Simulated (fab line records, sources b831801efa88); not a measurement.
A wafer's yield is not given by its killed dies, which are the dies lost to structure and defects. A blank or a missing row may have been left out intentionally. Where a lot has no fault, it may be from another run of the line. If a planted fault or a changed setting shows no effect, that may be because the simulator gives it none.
Which tool was responsible? | flow sky130 | 30 wafers from 10 lots sampled at 6 of the route's 708 steps

WHAT THE GAUGES READ, wafer by wafer
SKY_METAL1_OVL_MEAS_16. Usual: for METAL1_OVL the level is -4 nm and the standard deviation is 6.1.
lot  | measured     | on         | METAL1_OVL (nm) | flag
L527 | day 33 02:47 | overlay-02 | -13 -2 -5       | 
L528 | day 33 10:48 | overlay-01 | -5 -7 -6        | 
L529 | day 33 19:46 | overlay-01 | -3 -14 -11      | 
L530 | day 34 12:22 | overlay-01 | -3 -1 -11       | 
L531 | day 34 20:23 | overlay-02 | -13 -13 -15     | 
L536 | day 36 12:05 | overlay-01 | 6 6 1           | 
L542 | day 37 22:11 | overlay-01 | -4 -1 -6        | 
L546 | day 39 06:08 | overlay-02 | 1 -4 -9         | 
L547 | day 39 13:17 | overlay-02 | -4 -1 -12       | 
L548 | day 39 19:08 | overlay-01 | -2 -9 -1        | 

SKY_VIA1_BOW_MEAS_03. Usual: for VIA1_BOW the level is 80 um and the standard deviation is 6.9.
lot  | measured     | on           | VIA1_BOW (um) | flag
L527 | day 33 04:04 | filmMetro-03 | 76 82 90      | 
L528 | day 33 12:10 | filmMetro-01 | 78 75 78      | 
L529 | day 33 21:04 | filmMetro-03 | 72 81 74      | 
L530 | day 34 13:39 | filmMetro-03 | 83 87 87      | 
L531 | day 34 21:42 | filmMetro-03 | 84 87 71      | 
L536 | day 36 13:22 | filmMetro-03 | 75 77 90      | 
L542 | day 37 23:29 | filmMetro-01 | 68 75 79      | 
L546 | day 39 07:29 | filmMetro-02 | 87 79 81      | 
L547 | day 39 14:36 | filmMetro-01 | 78 79 89      | 
L548 | day 39 20:26 | filmMetro-02 | 94 81 91      | 

SKY_VIA1_RS_MEAS_22: measures by four-point-probe. Usual: for VIA1_W_RS the level is 0.426 ohm/sq and the standard deviation is 0.0041.
lot  | measured     | on           | VIA1_W_RS (ohm/sq)                  | flag
L527 | day 34 06:55 | filmMetro-02 | 0.424 0.428 0.427                   | 
L528 | day 34 15:29 | filmMetro-01 | 0.427 0.422 0.424                   | 
L529 | day 35 00:50 | filmMetro-02 | 0.420 0.427 0.433                   | 
L530 | day 35 17:03 | filmMetro-02 | 0.423 0.424 0.423                   | 
L531 | day 36 01:35 | filmMetro-01 | 0.425 0.426 0.426                   | 
L536 | day 37 16:15 | filmMetro-01 | 0.576 0.428 0.432 0.576 0.427 0.432 | OFF
L542 | day 39 02:35 | filmMetro-02 | 0.417 0.423 0.425                   | 
L546 | day 40 09:07 | filmMetro-02 | 0.423 0.420 0.421                   | 
L547 | day 40 16:37 | filmMetro-03 | 0.430 0.426 0.425                   | 
L548 | day 40 21:48 | filmMetro-02 | 0.427 0.429 0.430                   | 

SKY_VIA1_THK_MEAS_23: measures by xrf. Usual: for VIA1_W_THK the level is 269.0 nm and the standard deviation is 3.
lot  | measured     | on           | VIA1_W_THK (nm)                     | flag
L527 | day 34 07:02 | filmMetro-02 | 271.5 266.9 270.1                   | 
L528 | day 34 15:35 | filmMetro-01 | 269.8 274.2 271.0                   | 
L529 | day 35 00:57 | filmMetro-02 | 271.2 269.5 263.5                   | 
L530 | day 35 17:10 | filmMetro-02 | 270.3 269.7 270.3                   | 
L531 | day 36 01:41 | filmMetro-01 | 266.9 266.3 265.7                   | 
L536 | day 37 19:29 | filmMetro-01 | 198.8 266.5 261.8 198.3 263.2 261.2 | OFF
L542 | day 39 02:41 | filmMetro-02 | 275.9 272.4 271.5                   | 
L546 | day 40 09:13 | filmMetro-02 | 272.1 274.8 273.8                   | 
L547 | day 40 16:43 | filmMetro-03 | 267.0 270.5 269.2                   | 
L548 | day 40 21:55 | filmMetro-02 | 270.7 268.9 267.4                   | 

WHICH TOOL RAN EACH LOT (tool, then ch and the chambers of the sampled wafers, then the start)
lot  | SKY_VIA1_CMP_02               | SKY_VIA1_CVD_21
L527 | cmp-02 ch 0,1,3, day 33 03:48 | cvdW-01 ch 0,1, day 34 06:49
L528 | cmp-02 ch 0,1,3, day 33 11:55 | cvdW-01 ch 0,1, day 34 15:22
L529 | cmp-01 ch 0,1,2, day 33 20:52 | cvdW-02 ch 0,1, day 35 00:44
L530 | cmp-02 ch 1,2,3, day 34 13:24 | cvdW-02 ch 0,1, day 35 16:58
L531 | cmp-02 ch 1,2, day 34 21:22   | cvdW-01 ch 0,1, day 36 01:29
L536 | cmp-01 ch 0,1,2, day 36 13:04 | cvdW-01 ch 0,1, day 37 16:10
L542 | cmp-02 ch 0,1,3, day 37 23:10 | cvdW-02 ch 0,1, day 39 02:28
L546 | cmp-02 ch 1,2,3, day 39 07:13 | cvdW-02 ch 0,1, day 40 09:00
L547 | cmp-02 ch 1,2, day 39 14:16   | cvdW-02 ch 0,1, day 40 16:31
L548 | cmp-01 ch 0,3, day 39 20:07   | cvdW-02 ch 0,1, day 40 21:41
- SKY_VIA1_CMP_02: polishes SiO2.
- SKY_VIA1_CVD_21: deposits W, target thk 270 nm, time 80.902 s.

WHAT THE TOOLS THEMSELVES READ (means of the sampled wafers that have a number; where no wafer has one, the mark that the record gives instead)
SKY_VIA1_CMP_02. Usual: edgeZonePressureFrac 0.999, standard deviation 0.005; motorCurrentA 11.5 A, standard deviation 1.3; platenRpm 60.00 rpm, standard deviation 0.048.
lot  | tool   | edgeZonePressureFrac | motorCurrentA (A) | platenRpm (rpm) | flag
L527 | cmp-02 | 0.995                | 12.1              | 60.01           | 
L528 | cmp-02 | 0.995                | 11.9              | 60.00           | 
L529 | cmp-01 | 0.998                | 11.6              | 59.98           | 
L530 | cmp-02 | 0.999                | 11.2              | 60.02           | 
L531 | cmp-02 | 1.001                | 10.9              | 60.02           | 
L536 | cmp-01 | 0.996                | 12.1              | 59.96           | 
L542 | cmp-02 | 1.002                | 12.2              | 59.99           | 
L546 | cmp-02 | 0.996                | 11.1              | 60.07           | 
L547 | cmp-02 | 1.002                | 10.5              | 60.02           | 
L548 | cmp-01 | 1.003                | 11.3              | 59.96           | 

SKY_VIA1_CVD_21. Usual: heaterPowerOuterW 523 W, standard deviation 71; heaterPowerW 864 W, standard deviation 66; susceptorTempC 399.97 C, standard deviation 0.21.
lot  | tool    | heaterPowerOuterW (W) | heaterPowerW (W) | susceptorTempC (C) | flag
L527 | cvdW-01 | 599                   | 931              | 400.00             | 
L528 | cvdW-01 | 600                   | 928              | 400.19             | 
L529 | cvdW-02 | 495                   | 847              | 400.04             | 
L530 | cvdW-02 | 460                   | 804              | 400.37             | 
L531 | cvdW-01 | 608                   | 921              | 399.95             | 
L536 | cvdW-01 | 599                   | 922              | 399.76             | 
L542 | cvdW-02 | 458                   | 805              | 400.10             | 
L546 | cvdW-02 | 463                   | 812              | 399.90             | 
L547 | cvdW-02 | 464                   | 807              | 400.18             | 
L548 | cvdW-02 | 468                   | 806              | 399.82             | 

THE ANSWER, worked out from the rows above alone
Rule: lot off if the mean of its wafers having a number is beyond 3 standard deviations from the usual mean. A lot without any number at a reading at which 4 lots or more have one is off too. The other lots that the step has rows for count as sound. After the gauges, taken in route order, come the tools' own readings; for these a lot's mean is taken, as printed above. The first step at which some lot is off is used, and at that step the reading that is off furthest; a lot without a number counts as furthest.
Off: at SKY_VIA1_RS_MEAS_22 (VIA1_W_RS), L536.
A tool fits if, at a process step before that reading, it ran every lot that is off, and no sound lot after the first of them. Those tools and the gauges at SKY_VIA1_RS_MEAS_22 are tried in the same way. 2 tools fit, cvdW-01 at SKY_VIA1_CVD_21 and filmMetro-01 at SKY_VIA1_RS_MEAS_22, so this cannot tell which one it is.

WHAT WAS PUT IN BY THE SIMULATOR
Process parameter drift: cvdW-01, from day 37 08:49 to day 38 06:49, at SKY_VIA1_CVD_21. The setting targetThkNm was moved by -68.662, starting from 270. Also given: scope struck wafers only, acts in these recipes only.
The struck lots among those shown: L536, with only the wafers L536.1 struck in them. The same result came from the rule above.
